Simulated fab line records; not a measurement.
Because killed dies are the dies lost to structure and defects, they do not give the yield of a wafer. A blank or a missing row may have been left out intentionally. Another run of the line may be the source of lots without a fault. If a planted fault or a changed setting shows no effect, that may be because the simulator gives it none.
Chamber matching + flow sky130 + SKY_CONTACT_ETCH_16 on rie-diel-01: 4 sister chambers
The step etches BARC in N2/H2, stops on SiO2, time 45.9 s, target depth 60 nm. 4 wafers are shown with their chamber, then 7 later ones without.

## WAFERS, EACH WITH ITS CHAMBER
| wafer  | chamber | n2-flow-sccm (sccm) |
|--------|---------|---------------------|
| L076.3 | 1       | 100.08              |
| L086.6 | 2       | 100.09              |
| L088.1 | 3       | 100.11              |
| L088.4 | 0       | 99.51               |

## WAFERS MISSING THEIR CHAMBER
| wafer  | n2-flow-sccm (sccm) |
|--------|---------------------|
| L088.5 | 100.54              |
| L093.2 | 100.13              |
| L093.3 | 99.87               |
| L093.4 | 99.53               |
| L094.1 | 100.42              |
| L094.3 | 100.06              |
| L094.6 | 99.92               |

## WHICH CHAMBER EACH WENT THROUGH
| wafer  | from the rows above               | in truth                   |
|--------|-----------------------------------|----------------------------|
| L088.5 | can't be placed: 3 or 2 or 1      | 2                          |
| L093.2 | can't be placed: 3 or 2 or 1      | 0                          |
| L093.3 | can't be placed: 1 or 2 or 3 or 0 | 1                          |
| L093.4 | 0                                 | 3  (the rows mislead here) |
| L094.1 | can't be placed: 3 or 2 or 1      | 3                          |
| L094.3 | can't be placed: 1 or 2 or 3      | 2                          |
| L094.6 | can't be placed: 1 or 2 or 3 or 0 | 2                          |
0 of 7 placed correctly. Cannot be placed on the basis of these rows: 6; the candidates contain the true chamber in 5. Number placed wrongly: 1.
How it was worked out, from the rows above alone: a wafer's distance from a chamber is the root of the sum, over the readings, of the square of ((its reading less the chamber's mean) divided by the reading's scatter). The wafer belongs to the nearest chamber; if the next one is less than 2 further off, it can't be placed. For every chamber, the mean is computed from those of its wafers that are shown. The scatter: root of mean squared gap, hidden wafer to nearest shown wafer, with one shown wafer a chamber.
